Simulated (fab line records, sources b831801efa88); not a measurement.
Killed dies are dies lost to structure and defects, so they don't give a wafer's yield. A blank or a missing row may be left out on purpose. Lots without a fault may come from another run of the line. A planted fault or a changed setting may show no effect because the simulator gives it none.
Which tool did it? | flow sky130 | 7 lots, 19 wafers sampled, at 2 steps of a route of 708

WHAT THE GAUGES READ, wafer by wafer
SKY_PWDE_TW_MEAS_10.
lot  | measured    | on            | PWDE_TW
L726 | day 4 01:22 | film_metro-04 | 376 377 379
L730 | day 4 22:10 | film_metro-02 | 369 369 370
L732 | day 6 03:46 | film_metro-02 | 374 372 375
L735 | day 6 13:10 | film_metro-03 | 375 377 373
L737 | day 6 20:47 | film_metro-04 | 378 380 379
L744 | day 8 07:33 | film_metro-02 | 409 409
L747 | day 8 23:18 | film_metro-04 | 416 377

WHICH TOOL RAN EACH LOT (tool, then ch and the chambers of the sampled wafers, then the start)
lot  | SKY_PWDE_IMPLANT_08
L726 | implanter-01 ch 0, day 4 01:07
L730 | implanter-02 ch 0, day 4 21:55
L732 | implanter-02 ch 0, day 6 03:31
L735 | implanter-03 ch 0, day 6 12:55
L737 | implanter-02 ch 0, day 6 20:32
L744 | implanter-02 ch 0, day 8 07:19
L747 | implanter-02 ch 0, day 8 23:05
- SKY_PWDE_IMPLANT_08

THE ANSWER, worked out from the rows above alone
Rule: what is usual is taken from the lots themselves. Put in order of their means at a reading, lots are off if they are a third of the lots or fewer, leave a main group of 4 or more, and stand apart from it by a gap of 3 or more times the standard deviation of the main group's means; of several such gaps the widest counts. A main group whose means are all the same, to the digits that the tables above print for the reading, isn't used. A lot without any number at a reading at which 4 lots or more have one is off too. The other lots that the step has rows for count as sound.
Off: L744, L747, at SKY_PWDE_TW_MEAS_10 (PWDE_TW). The main group: mean 375, standard deviation 3.3.
A tool fits if, at a process step before that reading, it ran every lot that is off, and no sound lot after the first of them. The gauges at SKY_PWDE_TW_MEAS_10 are tried like those tools. One fits: implanter-02 at SKY_PWDE_IMPLANT_08. Its last sound lot is L737 (day 6 20:32), its first lot that is off L744 (day 8 07:19): a fault that began between those two fits.

WHAT THE SIMULATOR HAD PUT IN
Process parameter drift: implanter-02, from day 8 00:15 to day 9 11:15, at SKY_PWDE_IMPLANT_08. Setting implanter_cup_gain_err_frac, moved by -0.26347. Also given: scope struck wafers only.
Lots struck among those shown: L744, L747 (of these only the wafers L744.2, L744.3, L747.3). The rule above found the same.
